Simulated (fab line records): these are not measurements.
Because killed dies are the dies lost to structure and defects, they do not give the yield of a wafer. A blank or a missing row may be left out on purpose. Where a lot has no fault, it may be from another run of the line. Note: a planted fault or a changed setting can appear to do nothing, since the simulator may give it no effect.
fab line records	flow sky130
record: lots: 6	wafers: 18	last-day: 50
route steps=708 shown VIA1@475 METAL2@483 VIA2@507 PAD_OPEN@708
lots untouched by any fault: they come from a run of this same line in which no faults occurred
start-h: start of the lot's first displayed wafer, in hours after the record's first day	wait-h: hours from the lot's prior step to this one	" same as the row above	L1.1+2: one row covering several wafers at once	- no value, or no start given	* or withheld: withheld	< > ~ a bound
route shown NAME@n: NAME is a module with steps in the file, n the number in the route of the first one	usual: mean/standard deviation of fault-free wafers	same: alike in all rows	chamber/n: place in a boat	sites: readings site by site	_std_site: standard deviation of those values	_edge_site: the outer-site mean with the inner-site mean subtracted	radius-mm: for every site, how far away it sits from the centre of the wafer	mask NAME#n: copy n	behind: the tool/chamber that last shaped the wafer	hold: what put the lot on hold/how long, in hours/how the hold closed	device: the transistor (n, p or np) that didn't switch	end of line: tests run on the same wafers once the route is complete	step lacking rows: just its recipe	killed: count of dies lost to structure and defects at first sort (not the wafer's yield)	map: per-die view of a wafer (x killed, . not killed, _ where there is no die)
set.NAME: setting as actually run; set.NAME@STEP: the setting as run at that earlier step	model.NAME: the simulator's own value behind a step, which no gauge read
lots at some steps of the route; a table a step, a row a wafer
services: from which hour (start-h, from the record's first day; less than 0 if before it) a tool's chamber was out of use, for how many hours, and why
== steps ==
step: SKY_VIA1_STRIP_17
recipe: chemistry: post-etch-residue-remover	time-s: 1200	temp-c: 72.5
step: SKY_VIA1_CLEAN_18
recipe: chemistry: IPA	time-s: 180	temp-c: 25
step: SKY_VIA1_CLEAN_19
recipe: chemistry: O3/DIW	dry: n2-spin
step: SKY_VIA1_SPUTTER_20
recipe: material: TiN	target-thk-nm: 20	chamber-pressure-pa: 5	power-w: 4000	time-s: 80
usual: throttle-valve-pct: 29.9/1.2
lot.wafer	tool	chamber	start-h	wait-h	throttle-valve-pct
L751.1	pvd-sputter-04	-	853.81	0.0	30.2
L751.5	"	-	"	"	31.0
L751.6	"	-	"	"	29.7
L755.1	pvd-sputter-02	-	882.06	0.0	27.9
L755.4	"	-	"	"	29.3
L755.6	"	-	"	"	28.0
L760.1	pvd-sputter-02	-	927.18	0.0	29.3
L760.2	"	-	"	"	29.3
L760.4	"	-	"	"	28.4
L761.1	pvd-sputter-01	-	929.38	0.0	30.1
L761.4	"	-	"	"	27.9
L761.5	"	-	"	"	28.1
L762.1	pvd-sputter-02	-	935.51	0.0	29.3
L762.3	"	-	"	"	32.0
L762.5	"	-	"	"	29.4
L765.2	pvd-sputter-02	-	956.80	0.0	29.4
L765.3	"	-	"	"	31.8
L765.4	"	-	"	"	28.2
step: SKY_VIA1_CVD_21
recipe: material: W	target-thk-nm: 270	time-s: 80.902	temp-c: 400	pressure-torr: 40
step: SKY_VIA1_RS_MEAS_22
recipe: thk-meas-gauge: four-point-probe	reads: W_of_VIA1_CVD_21+TiN_of_VIA1_SPUTTER_20
usual: VIA1_W_RS: 0.424/0.0073
lot.wafer	tool	chamber	start-h	wait-h	VIA1_W_RS[ohm/sq]
L751.1	film-metro-04	-	853.97	0.1	0.422
L751.5	"	-	"	"	0.420
L751.6	"	-	"	"	0.426
L755.1	film-metro-04	-	882.22	0.1	0.422
L755.4	"	-	"	"	0.410
L755.6	"	-	"	"	0.423
L760.1	film-metro-01	-	927.34	0.1	0.425
L760.2	"	-	"	"	0.408
L760.4	"	-	"	"	0.411
L761.1	film-metro-04	-	929.53	0.1	0.430
L761.4	"	-	"	"	0.431
L761.5	"	-	"	"	0.427
L762.1	film-metro-02	-	935.66	0.1	0.408
L762.3	"	-	"	"	0.421
L762.5	"	-	"	"	0.422
L765.2	film-metro-04	-	956.97	0.1	0.419
L765.3	"	-	"	"	0.423
L765.4	"	-	"	"	0.409
step: SKY_VIA1_THK_MEAS_23
recipe: thk-meas-gauge: xrf	reads: W_of_VIA1_CVD_21
usual: VIA1_W_THK: 272/5.4
lot.wafer	tool	chamber	start-h	wait-h	VIA1_W_THK[nm]
L751.1	film-metro-04	-	854.09	0.1	274
L751.5	"	-	"	"	275
L751.6	"	-	"	"	275
L755.1	film-metro-04	-	882.34	0.1	274
L755.4	"	-	"	"	283
L755.6	"	-	"	"	275
L760.1	film-metro-01	-	927.46	0.1	268
L760.2	"	-	"	"	279
L760.4	"	-	"	"	278
L761.1	film-metro-04	-	929.65	0.1	270
L761.4	"	-	"	"	267
L761.5	"	-	"	"	269
L762.1	film-metro-02	-	935.78	0.1	285
L762.3	"	-	"	"	273
L762.5	"	-	"	"	273
L765.2	film-metro-04	-	957.08	0.1	279
L765.3	"	-	"	"	276
L765.4	"	-	"	"	285
step: SKY_VIA1_CMP_24
recipe: stop-on: SiO2	t-overpolish-s: 15	down-force-psi: 3.5	platen-rpm: 60	target-thk-nm: 0	pad-velocity-m-s: 0.94248
step: SKY_METAL2_SPUTTER_00
recipe: material: Ti	target-thk-nm: 15	power-w: 3000	time-s: 10	chamber-pressure-pa: 0.4
usual: throttle-valve-pct: 30.5/0.87
lot.wafer	tool	chamber	start-h	wait-h	throttle-valve-pct
L751.1	pvd-sputter-03	-	854.45	0.1	31.2
L751.5	"	-	"	"	30.2
L751.6	"	-	"	"	31.8
L755.1	pvd-sputter-04	-	882.70	0.2	31.1
L755.4	"	-	"	"	30.8
L755.6	"	-	"	"	29.1
L760.1	pvd-sputter-03	-	927.82	0.2	31.5
L760.2	"	-	"	"	31.6
L760.4	"	-	"	"	30.3
L761.1	pvd-sputter-03	-	930.01	0.2	32.3
L761.4	"	-	"	"	31.1
L761.5	"	-	"	"	31.2
L762.1	pvd-sputter-01	-	936.14	0.1	30.4
L762.3	"	-	"	"	30.3
L762.5	"	-	"	"	30.2
L765.2	pvd-sputter-01	-	957.70	0.2	27.9
L765.3	"	-	"	"	30.5
L765.4	"	-	"	"	30.2
step: SKY_METAL2_SPUTTER_01
recipe: material: TiN	target-thk-nm: 20	power-w: 6500	time-s: 16.7	chamber-pressure-pa: 0.4
step: SKY_METAL2_SPUTTER_02
recipe: material: AlCu	target-thk-nm: 250	power-w: 10600	time-s: 13.3	chamber-pressure-pa: 0.4
usual: throttle-valve-pct: 30.6/0.9
lot.wafer	tool	chamber	start-h	wait-h	throttle-valve-pct
L751.1	pvd-sputter-03	-	854.49	0.0	31.2
L751.5	"	-	"	"	30.4
L751.6	"	-	"	"	31.8
L755.1	pvd-sputter-04	-	882.74	0.0	31.2
L755.4	"	-	"	"	31.2
L755.6	"	-	"	"	28.7
L760.1	pvd-sputter-03	-	927.86	0.0	31.2
L760.2	"	-	"	"	31.7
L760.4	"	-	"	"	30.4
L761.1	pvd-sputter-03	-	930.06	0.0	31.8
L761.4	"	-	"	"	31.1
L761.5	"	-	"	"	31.1
L762.1	pvd-sputter-01	-	936.19	0.0	30.4
L762.3	"	-	"	"	30.2
L762.5	"	-	"	"	30.3
L765.2	pvd-sputter-01	-	957.75	0.0	27.8
L765.3	"	-	"	"	30.6
L765.4	"	-	"	"	30.4
step: SKY_METAL2_SPUTTER_03
recipe: material: Ti	target-thk-nm: 5	power-w: 3000	time-s: 3.3	chamber-pressure-pa: 0.4
step: SKY_METAL2_SPUTTER_04
recipe: material: TiN	target-thk-nm: 70	power-w: 6500	time-s: 58.3	chamber-pressure-pa: 0.4
usual: throttle-valve-pct: 30.5/0.87
lot.wafer	tool	chamber	start-h	wait-h	throttle-valve-pct	model.TiN_of_METAL2_SPUTTER_04.thk-nm
L751.1	pvd-sputter-03	-	854.54	0.0	30.9	68.65
L751.5	"	-	"	"	30.3	69.34
L751.6	"	-	"	"	32.0	69.99
L755.1	pvd-sputter-04	-	882.79	0.0	30.7	69.06
L755.4	"	-	"	"	30.5	68.74
L755.6	"	-	"	"	29.3	69.07
L760.1	pvd-sputter-03	-	927.91	0.0	31.2	78.63
L760.2	"	-	"	"	32.0	78.64
L760.4	"	-	"	"	30.5	78.85
L761.1	pvd-sputter-03	-	930.10	0.0	31.7	76.82
L761.4	"	-	"	"	31.4	76.21
L761.5	"	-	"	"	31.4	76.56
L762.1	pvd-sputter-01	-	936.24	0.0	30.4	69.2
L762.3	"	-	"	"	30.3	69.47
L762.5	"	-	"	"	30.3	69.37
L765.2	pvd-sputter-01	-	957.79	0.0	28.0	70.17
L765.3	"	-	"	"	30.6	69.87
L765.4	"	-	"	"	30.3	70.05
step: SKY_METAL2_RS_MEAS_05
recipe: thk-meas-gauge: four-point-probe	reads: TiN_of_METAL2_SPUTTER_04+Ti_of_METAL2_SPUTTER_03+AlCu_of_METAL2_SPUTTER_02+TiN_of_METAL2_SPUTTER_01+Ti_of_METAL2_SPUTTER_00
usual: METAL2_ALCU_RS: 0.1269/0.0011
lot.wafer	tool	chamber	start-h	wait-h	METAL2_ALCU_RS[ohm/sq]
L751.1	film-metro-04	-	854.63	0.1	0.1258
L751.5	"	-	"	"	0.1253
L751.6	"	-	"	"	0.1267
L755.1	film-metro-04	-	882.84	0.0	0.1271
L755.4	"	-	"	"	0.1258
L755.6	"	-	"	"	0.1274
L760.1	film-metro-03	-	927.96	0.0	0.1279
L760.2	"	-	"	"	0.1276
L760.4	"	-	"	"	0.1281
L761.1	film-metro-03	-	930.15	0.0	0.1275
L761.4	"	-	"	"	0.1287
L761.5	"	-	"	"	0.1269
L762.1	film-metro-04	-	936.28	0.0	0.1270
L762.3	"	-	"	"	0.1267
L762.5	"	-	"	"	0.1263
L765.2	film-metro-04	-	957.86	0.0	0.1278
L765.3	"	-	"	"	0.1273
L765.4	"	-	"	"	0.1276
step: SKY_METAL2_THK_MEAS_06
recipe: thk-meas-gauge: xrf	reads: AlCu_of_METAL2_SPUTTER_02
usual: METAL2_ALCU_THK: 252.4/2.5
lot.wafer	tool	chamber	start-h	wait-h	METAL2_ALCU_THK[nm]
L751.1	film-metro-04	-	854.75	0.1	256.0
L751.5	"	-	"	"	254.8
L751.6	"	-	"	"	252.2
L755.1	film-metro-04	-	882.96	0.1	253.0
L755.4	"	-	"	"	253.8
L755.6	"	-	"	"	251.2
L760.1	film-metro-03	-	928.08	0.1	244.7
L760.2	"	-	"	"	246.3
L760.4	"	-	"	"	243.3
L761.1	film-metro-03	-	930.27	0.1	246.7
L761.4	"	-	"	"	246.3
L761.5	"	-	"	"	245.9
L762.1	film-metro-04	-	936.40	0.1	251.5
L762.3	"	-	"	"	253.5
L762.5	"	-	"	"	252.4
L765.2	film-metro-04	-	957.97	0.1	250.3
L765.3	"	-	"	"	249.6
L765.4	"	-	"	"	250.2
step: SKY_METAL2_DEHYDRATE_07
recipe: temp-c: 200	time-s: 60
step: SKY_METAL2_HMDS_08
recipe: prime-time-s: 60	prime-temp-c: 120
step: SKY_METAL2_COAT_09
recipe: resist: BARC	temp-c: withheld	time-s: withheld	spin-rpm: 3000	resist-thk-nm: 60
step: SKY_METAL2_COAT_10
recipe: resist: KrF-thick	spin-rpm: 3000	resist-thk-nm: 450
step: SKY_METAL2_SOFTBAKE_11
recipe: temp-c: 100	time-s: 90	resist: KrF-thick
step: SKY_METAL2_EXPOSE_12
recipe: mask-id: MM2	na: 0.8	source-shape: annular	sigma-inner: 0.55	sigma-outer: 0.85	target-cd-nm: 140	dose-mj: 28
step: SKY_METAL2_PEB_13
recipe: peb-temp-c: withheld	peb-time-s: withheld	resist: KrF-thick
step: SKY_METAL2_DEVELOP_14
recipe: develop-time-s: 58.7	resist: KrF-thick	dev-temp-c: 21
step: SKY_METAL2_CD_MEAS_15
recipe: target-cd-nm: 140
usual: cd-nm: 140.0/1.5
lot.wafer	tool	chamber	start-h	wait-h	cd-nm
L751.1	cd-sem-02	-	880.37	-	139.1
L751.5	"	-	"	"	141.3
L751.6	"	-	"	"	138.2
L755.1	cd-sem-02	-	908.22	-	140.8
L755.4	"	-	"	"	138.6
L755.6	"	-	"	"	139.4
L760.1	cd-sem-01	-	951.52	-	142.7
L760.2	"	-	"	"	141.1
L760.4	"	-	"	"	142.1
L761.1	cd-sem-02	-	953.57	-	138.5
L761.4	"	-	"	"	138.6
L761.5	"	-	"	"	139.3
L762.1	cd-sem-02	-	959.97	-	139.3
L762.3	"	-	"	"	139.9
L762.5	"	-	"	"	139.4
L765.2	cd-sem-02	-	982.19	-	140.8
L765.3	"	-	"	"	139.8
L765.4	"	-	"	"	141.3
step: SKY_METAL2_OVL_MEAS_16
usual: METAL2_OVL: 0/5.8
lot.wafer	tool	chamber	start-h	wait-h	METAL2_OVL[nm]
L751.1	overlay-02	-	880.49	0.1	2
L751.5	"	-	"	"	1
L751.6	"	-	"	"	1
L755.1	overlay-02	-	908.34	0.1	6
L755.4	"	-	"	"	2
L755.6	"	-	"	"	11
L760.1	overlay-01	-	951.64	0.1	-5
L760.2	"	-	"	"	-3
L760.4	"	-	"	"	-1
L761.1	overlay-02	-	953.69	0.1	-2
L761.4	"	-	"	"	0
L761.5	"	-	"	"	4
L762.1	overlay-02	-	960.09	0.1	11
L762.3	"	-	"	"	10
L762.5	"	-	"	"	7
L765.2	overlay-01	-	982.29	0.1	11
L765.3	"	-	"	"	-3
L765.4	"	-	"	"	7
step: SKY_METAL2_DESCUM_17
recipe: chemistry: O2	source-power-w: 150	bias-power-w: 0	pressure-mtorr: 10	temp-c: 40	time-s: 8
step: SKY_METAL2_ETCH_18
recipe: chemistry: N2/H2	target: BARC	ion-energy-ev: 200	bias-w: 100	pressure-mtorr: 30	n2-flow-sccm: 100	h2-flow-sccm: 200	icp-w: 500	stop-on: SiO2	time-s: 45.9	target-depth-a: 600
step: SKY_METAL2_METAL_ETCH_19
recipe: target-depth-a: 3600	stop-on: SiO2	over-etch-frac: 0.3	time-s: 78	chemistry: Cl2/BCl3	resist-sidewall-deg: 88	pressure-mtorr: 10	icp-w: 900	bias-w: 48.5	Cl2_flow_sccm: 60	bcl3-flow-sccm: 30
usual: drypump-motor-current-A: 5.2/0.39	he-backside-leak-sccm: 3.25/0.15	mfc-cl2-sccm: 59.99/0.2	oes-product-au: 0.855/0.0054	throttle-valve-pct: 22.265/0.0097
lot.wafer	tool	chamber	start-h	wait-h	drypump-motor-current-A	he-backside-leak-sccm	mfc-cl2-sccm	oes-product-au	rf-hours-counter-h	throttle-valve-pct
L751.1	rie-metal-04	0	880.62	0.0	5.7	2.95	59.87	0.852	2	22.276
L751.5	"	1	"	"	5.5	3.30	60.11	0.858	-	22.250
L751.6	"	0	"	"	5.7	3.15	60.08	0.854	-	22.264
L755.1	rie-metal-01	1	908.47	0.0	5.0	3.30	59.81	0.858	18	22.256
L755.4	"	1	"	"	5.0	3.22	59.88	0.858	-	22.264
L755.6	"	1	"	"	5.0	3.26	59.87	0.854	-	22.264
L760.1	rie-metal-01	0	951.86	0.1	4.9	2.95	60.58	0.863	13	22.270
L760.2	"	0	"	"	4.9	3.07	60.38	0.874	-	22.259
L760.4	"	0	"	"	4.9	3.10	60.42	0.869	-	22.270
L761.1	rie-metal-04	1	953.82	0.0	5.5	3.38	59.99	0.870	19	22.276
L761.4	"	0	"	"	5.6	3.30	59.99	0.851	-	22.269
L761.5	"	1	"	"	5.5	3.41	59.90	0.858	-	22.287
L762.1	rie-metal-04	0	960.22	0.0	5.6	3.32	59.73	0.855	6	22.243
L762.3	"	0	"	"	5.7	3.18	59.53	0.853	-	22.266
L762.5	"	1	"	"	5.5	3.19	59.70	0.852	-	22.258
L765.2	rie-metal-02	1	982.42	0.0	5.9	3.32	60.07	0.852	18	22.261
L765.3	"	1	"	"	5.9	3.46	59.98	0.856	-	22.261
L765.4	"	0	"	"	4.8	3.18	60.04	0.856	-	22.252
step: SKY_METAL2_STRIP_20
recipe: chemistry: O2/N2	power-w: 1400	pressure-mtorr: 1500	platen-temp-c: withheld	o2-flow-sccm: 3000	n2-flow-sccm: 300	overash-fraction: 0.5
step: SKY_METAL2_STRIP_21
recipe: chemistry: post-etch-residue-remover	time-s: 1200	temp-c: 72.5
step: SKY_METAL2_CLEAN_22
recipe: chemistry: IPA	time-s: 180	temp-c: 25
step: SKY_METAL2_CLEAN_23
recipe: chemistry: O3/DIW	dry: n2-spin
step: SKY_VIA2_HDPCVD_00
recipe: material: SiO2	target-thk-nm: 1180	sigma-open-frac: 0.3	time-s: 196.7	temp-c: 400	sih4-flow-sccm: 60	pressure-mtorr: 6
step: SKY_VIA2_THK_MEAS_01
recipe: reads: SiO2_of_VIA2_HDPCVD_00
usual: VIA2_HDPCVD_THK: 1171/11
lot.wafer	tool	chamber	start-h	wait-h	VIA2_HDPCVD_THK[nm]
L751.1	film-metro-02	-	881.50	0.1	1159
L751.5	"	-	"	"	1166
L751.6	"	-	"	"	1158
L755.1	film-metro-04	-	909.28	0.1	1176
L755.4	"	-	"	"	1178
L755.6	"	-	"	"	1158
L760.1	film-metro-02	-	952.76	0.1	1163
L760.2	"	-	"	"	1166
L760.4	"	-	"	"	1158
L761.1	film-metro-03	-	954.62	0.1	1160
L761.4	"	-	"	"	1188
L761.5	"	-	"	"	1179
L762.1	film-metro-02	-	961.06	0.1	1162
L762.3	"	-	"	"	1176
L762.5	"	-	"	"	1165
L765.2	film-metro-04	-	983.30	0.1	1168
L765.3	"	-	"	"	1174
L765.4	"	-	"	"	1159
step: SKY_VIA2_CMP_02
recipe: material: SiO2	down-force-psi: 4	platen-rpm: 60	pad-velocity-m-s: 0.94248
usual: motor-current-A: 12.1/0.94	retaining-ring-pressure-frac: 0.999/0.0052
lot.wafer	tool	chamber	start-h	wait-h	motor-current-A	retaining-ring-pressure-frac
L751.1	cmp-01	0	881.56	0.1	11.4	0.991
L751.6	"	0	"	"	10.7	0.992
L751.5	"	1	"	"	14.2	0.989
L755.1	cmp-01	2	909.39	0.1	11.7	0.997
L755.4	"	3	"	"	11.7	0.996
L755.6	"	1	"	"	13.9	1.004
L760.1	cmp-01	2	952.82	0.1	11.8	1.002
L760.4	"	3	"	"	12.0	1.001
L760.2	"	1	"	"	14.3	1.000
L761.4	cmp-01	1	954.73	0.1	14.6	0.998
L761.1	"	3	"	"	11.7	0.992
L761.5	"	0	"	"	11.0	1.003
L762.3	cmp-02	3	961.22	0.1	12.0	1.001
L762.1	"	0	"	"	13.8	1.005
L762.5	"	2	"	"	10.7	1.004
L765.2	cmp-02	3	983.35	0.0	12.3	0.996
L765.3	"	0	"	"	12.6	1.005
L765.4	"	1	"	"	12.8	1.003
step: SKY_VIA2_BOW_MEAS_03
recipe: mode: bow
usual: VIA2_BOW: 84/7.4
lot.wafer	tool	chamber	start-h	wait-h	VIA2_BOW[um]
L751.1	film-metro-03	-	881.86	0.2	77
L751.5	"	-	"	"	105
L751.6	"	-	"	"	97
L755.1	film-metro-02	-	909.64	0.2	72
L755.4	"	-	"	"	75
L755.6	"	-	"	"	73
L760.1	film-metro-03	-	953.12	0.2	79
L760.2	"	-	"	"	72
L760.4	"	-	"	"	93
L761.1	film-metro-03	-	954.98	0.1	88
L761.4	"	-	"	"	81
L761.5	"	-	"	"	86
L762.1	film-metro-03	-	961.42	0.1	82
L762.3	"	-	"	"	90
L762.5	"	-	"	"	82
L765.2	film-metro-02	-	983.67	0.3	92
L765.3	"	-	"	"	74
L765.4	"	-	"	"	81
step: SKY_VIA2_DEHYDRATE_04
recipe: temp-c: 200	time-s: 60
step: SKY_VIA2_HMDS_05
recipe: prime-time-s: 60	prime-temp-c: 120
step: SKY_VIA2_COAT_06
recipe: resist: BARC	temp-c: withheld	time-s: withheld	spin-rpm: 3000	resist-thk-nm: 60
step: SKY_VIA2_COAT_07
recipe: resist: KrF-thick	spin-rpm: 3000	resist-thk-nm: 450
step: SKY_VIA2_SOFTBAKE_08
recipe: temp-c: 100	time-s: 90	resist: KrF-thick
step: SKY_VIA2_EXPOSE_09
recipe: mask-id: VIM2	na: 0.8	source-shape: annular	sigma-inner: 0.55	sigma-outer: 0.85	target-cd-nm: 200	dose-mj: 38
step: SKY_VIA2_ETCH_15
recipe: target: SiO2	chemistry: C4F8/O2/Ar	target-depth-nm: 546	stop-on: TiN	mask-material: KrF-thick	source-w: 1500	bias-w: 1241	pressure-mtorr: 40	c4f8-flow-sccm: withheld	O2_flow_sccm: 6	Ar_flow_sccm: 300	time-s: 84
usual: oes-product-au: 0.939/0.0042
lot.wafer	tool	chamber	start-h	wait-h	oes-product-au	rf-hours-counter-h	model.TiN_of_METAL2_SPUTTER_04.thk-nm
L751.1	rie-diel-03	1	907.63	0.0	0.940	11	68.04
L751.5	"	1	"	"	0.937	-	68.72
L751.6	"	0	"	"	0.945	-	69.37
L755.1	rie-diel-03	2	934.23	0.0	0.935	12	68.45
L755.4	"	1	"	"	0.943	12	68.12
L755.6	"	3	"	"	0.948	-	68.45
L760.1	rie-diel-03	2	976.62	0.0	0.943	14	78.01
L760.2	"	3	"	"	0.931	10	78.02
L760.4	"	3	"	"	0.939	-	78.23
L761.1	rie-diel-03	3	977.66	0.0	0.936	10	76.21
L761.4	"	3	"	"	0.935	-	75.6
L761.5	"	2	"	"	0.945	-	75.95
L762.1	rie-diel-03	3	985.89	0.0	0.944	11	68.58
L762.3	"	1	"	"	0.936	14	68.85
L762.5	"	3	"	"	0.937	-	68.75
L765.2	rie-diel-01	3	1006.88	0.0	0.935	19	69.55
L765.3	"	0	"	"	0.937	21	69.26
L765.4	"	2	"	"	0.938	13	69.44
step: SKY_PAD_OPEN_PROBE_99
usual: defect-limited-yield: 82.3/1.9	killed_at_M0_to_M3: 44/7.3	killed_at_M4_up: 3.4/1.7	killed-at-contacts: 24/5.3	killed-at-front-end: 15/4.1	killed-at-other: 0.4/0.68	killed-dies: 87/9.5	killed-open: 48/7.1	killed-short: 39/5.8	sort_bin_3_pad_short: 0.8/0.39	sort_bin_5_function: 10.4/1.4	sort_bin_6_memory: 6.5/1.1	sort-n-pass: 405/9.5	sort-yield-pct: 82.3/1.9
same: gross-dies: 492	killed-at-back-side: 0	sort_bin_4_leakage[%]: 0	sort_bin_8_speed[%]: 0
lot.wafer	tool	chamber	start-h	wait-h	defect-limited-yield[%]	killed_at_M0_to_M3	killed_at_M4_up	killed-at-contacts	killed-at-front-end	killed-at-other	killed-dies	killed-open	killed-short	sort_bin_3_pad_short[%]	sort_bin_5_function[%]	sort_bin_6_memory[%]	sort-n-pass	sort-yield-pct[%]
L751.1	prober-02	-	1122.40	0.1	81.9	45	3	21	20	0	89	48	40	0.8	9.8	7.5	403	81.9
L751.5	prober-02	-	1122.60	0.2	81.9	50	1	19	17	2	89	40	47	1.4	10.8	5.9	403	81.9
L751.6	prober-02	-	1122.65	0.2	81.3	59	2	17	14	0	92	53	39	0.4	11.0	7.3	400	81.3
L760.1	prober-02	-	1175.84	0.1	82.7	47	5	22	11	0	85	45	40	1.4	8.9	6.9	407	82.7
L760.2	prober-02	-	1175.89	0.1	81.1	51	8	16	17	1	93	41	51	1.2	10.4	7.3	399	81.1
L760.4	prober-02	-	1175.99	0.2	82.3	42	2	26	14	3	87	54	32	0.8	9.6	7.3	405	82.3
L761.1	prober-01	-	1176.64	0.1	79.1	58	3	23	19	0	103	71	32	1.0	13.0	6.9	389	79.1
L761.4	prober-01	-	1176.79	0.2	79.7	57	3	22	18	0	100	55	45	0.4	11.4	8.5	392	79.7
L761.5	prober-01	-	1176.84	0.2	82.3	51	3	24	9	0	87	43	44	0.2	10.0	7.5	405	82.3
L762.1	prober-01	-	1182.65	0.1	85.0	40	2	20	12	0	74	39	34	0.4	8.9	5.7	418	85.0
L762.3	prober-01	-	1182.75	0.2	82.5	46	5	24	11	0	86	54	31	1.4	11.8	4.3	406	82.5
L762.5	prober-01	-	1182.85	0.2	83.1	52	4	15	12	0	83	52	31	0.6	9.1	7.1	409	83.1
L765.2	prober-02	-	1197.35	0.1	79.5	46	4	32	19	0	101	56	45	1.2	10.4	8.9	391	79.5
L765.3	prober-02	-	1197.40	0.2	85.6	33	2	29	6	1	71	41	30	0.8	7.7	5.9	421	85.6
L765.4	prober-02	-	1197.45	0.2	83.3	36	5	26	15	0	82	47	35	0.8	10.0	5.9	410	83.3
killed by level:class
L751.1 CONTACT:geometric-particle:open=8 VIA3:geometric-particle:open=8 FIELD_ISO:geometric-particle:short=6 METAL1:geometric-particle:short=6 VIA1:geometric-particle:open=6 FIELD_ISO:geometric-particle:open=5 POLY_GATE:geometric-particle:open=5 LI_CONTACT:geometric-particle:open=5
L751.5 METAL2:geometric-particle:short=13 LOCAL_INTERCONNECT:geometric-particle:short=6 VIA1:geometric-particle:open=6 VIA2:geometric-particle:open=6 METAL1:geometric-particle:short=5 VIA3:geometric-particle:open=5 POLY_GATE:geometric-particle:open=4 POLY_GATE:geometric-particle:short=4
L751.6 VIA3:geometric-particle:open=13 VIA1:geometric-particle:open=12 VIA2:geometric-particle:open=7 METAL2:geometric-particle:short=7 CONTACT:geometric-particle:open=6 METAL3:geometric-particle:short=5 POLY_GATE:geometric-particle:open=4 LOCAL_INTERCONNECT:geometric-particle:short=4
L760.1 VIA2:geometric-particle:open=12 LI_CONTACT:geometric-particle:open=8 CONTACT:geometric-particle:open=6 VIA1:geometric-particle:open=6 METAL2:geometric-particle:short=5 VIA2:geometric-particle:short=5 FIELD_ISO:geometric-particle:short=4 POLY_GATE:geometric-particle:short=4
L760.2 METAL2:geometric-particle:short=13 VIA3:geometric-particle:open=7 VIA1:geometric-particle:open=7 METAL4:geometric-particle:short=7 FIELD_ISO:geometric-particle:short=6 LI_CONTACT:geometric-particle:open=6 FIELD_ISO:geometric-particle:open=5 METAL1:geometric-particle:short=5
L760.4 VIA1:geometric-particle:open=18 LI_CONTACT:geometric-particle:open=11 CONTACT:geometric-particle:open=7 FIELD_ISO:geometric-particle:open=5 CONTACT:geometric-particle:short=5 VIA1:geometric-particle:short=5 VIA2:geometric-particle:open=5 FIELD_ISO:geometric-particle:short=4
L761.1 VIA1:geometric-particle:open=17 CONTACT:geometric-particle:open=13 VIA2:geometric-particle:open=10 VIA3:geometric-particle:open=9 LI_CONTACT:geometric-particle:open=6 METAL1:geometric-particle:short=5 FIELD_ISO:geometric-particle:open=4 FIELD_ISO:geometric-particle:short=4
L761.4 VIA1:geometric-particle:open=13 METAL1:geometric-particle:short=9 VIA2:geometric-particle:open=7 LI_CONTACT:geometric-particle:open=6 CONTACT:geometric-particle:open=6 METAL3:geometric-particle:short=6 POLY_GATE:geometric-particle:open=5 VIA2:geometric-particle:short=5
L761.5 VIA1:geometric-particle:open=11 METAL1:geometric-particle:short=10 LI_CONTACT:geometric-particle:open=8 CONTACT:geometric-particle:open=8 VIA1:geometric-particle:short=7 POLY_GATE:geometric-particle:short=5 VIA2:geometric-particle:open=5 VIA3:geometric-particle:short=4
L762.1 VIA2:geometric-particle:open=8 VIA1:geometric-particle:short=8 VIA3:geometric-particle:open=8 CONTACT:geometric-particle:open=7 LOCAL_INTERCONNECT:geometric-particle:short=5 VIA1:geometric-particle:open=5 FIELD_ISO:geometric-particle:short=4 METAL1:geometric-particle:short=4
L762.3 VIA1:geometric-particle:open=14 VIA2:geometric-particle:open=10 LI_CONTACT:geometric-particle:open=9 CONTACT:geometric-particle:open=8 FIELD_ISO:geometric-particle:short=4 VIA3:geometric-particle:short=4 POLY_GATE:geometric-particle:short=3 LOCAL_INTERCONNECT:geometric-particle:short=3
L762.5 VIA3:geometric-particle:open=14 VIA2:geometric-particle:open=9 VIA1:geometric-particle:open=8 METAL1:geometric-particle:short=7 FIELD_ISO:geometric-particle:open=6 LI_CONTACT:geometric-particle:open=5 LI_CONTACT:geometric-particle:short=3 VIA2:geometric-particle:short=3
L765.2 VIA1:geometric-particle:open=11 CONTACT:geometric-particle:open=8 VIA2:geometric-particle:open=8 LOCAL_INTERCONNECT:geometric-particle:short=7 CONTACT:geometric-particle:short=7 VIA3:geometric-particle:open=7 LI_CONTACT:geometric-particle:open=6 FIELD_ISO:geometric-particle:open=5
L765.3 VIA1:geometric-particle:open=15 CONTACT:geometric-particle:open=8 LI_CONTACT:geometric-particle:open=7 LI_CONTACT:geometric-particle:short=5 LOCAL_INTERCONNECT:geometric-particle:short=5 VIA1:geometric-particle:short=5 METAL2:geometric-particle:short=3 VIA3:geometric-particle:open=3
L765.4 CONTACT:geometric-particle:open=11 VIA1:geometric-particle:open=10 CONTACT:geometric-particle:short=7 METAL1:geometric-particle:short=7 VIA3:geometric-particle:open=5 POLY_GATE:geometric-particle:open=4 VIA1:geometric-particle:short=4 METAL2:geometric-particle:short=4
== services ==
tool	chamber	start-h	hours	kind
rie-diel-03	0	854.62	2.7	repair
rie-metal-02	1	858.04	4.1	repair
rie-metal-04	0	874.93	1.7	repair
cmp-01	-	883.55	3.3	repair
cmp-02	-	884.73	3.4	repair
cmp-01	-	889.07	6.7	repair
cmp-02	-	889.42	0.8	repair
rie-metal-04	0	893.58	5.1	repair
rie-diel-03	1	893.60	2.9	repair
rie-diel-03	3	901.98	11.4	repair
rie-diel-01	0	910.04	1.5	repair
cmp-01	-	912.00	4.0	pm
cmp-02	-	917.92	3.2	repair
rie-metal-02	-	940.59	1.0	repair
rie-metal-04	-	944.82	0.9	repair
rie-diel-03	-	955.67	0.3	repair
cmp-01	-	956.21	36.2	repair
pvd-sputter-01	-	965.81	3.5	repair
rie-diel-03	0	969.00	10.6	repair
rie-diel-03	-	972.73	0.4	repair
pvd-sputter-02	-	982.20	5.8	repair
cmp-02	-	992.59	8.3	pm
rie-metal-04	-	993.33	1.4	pm
cmp-01	-	1000.93	4.5	pm
== key ==
first-sign none at tools or gauges
model-effect: step: SKY_METAL2_SPUTTER_04	value: TiN_of_METAL2_SPUTTER_04.thk-nm	without: 70.88	struck: 77.62
model-effect: step: SKY_VIA2_ETCH_15	value: TiN_of_METAL2_SPUTTER_04.thk-nm	without: 70.26	struck: 77
met-at SKY_METAL2_SPUTTER_04
struck-wafers L760.1,L760.2,L760.4,L761.1,L761.4,L761.5
onset-between 854.54 927.91
also-fits SKY_METAL2_SPUTTER_00:pvd-sputter-03,SKY_METAL2_SPUTTER_02:pvd-sputter-03
fault: kind: process-parameter-drift	tool: pvd-sputter-03	chamber: -	onset-h: 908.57	steps: SKY_METAL2_SPUTTER_04	channel: time-s	offset: *	shape: step	end-h: 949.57	acts-in: *	stated: *
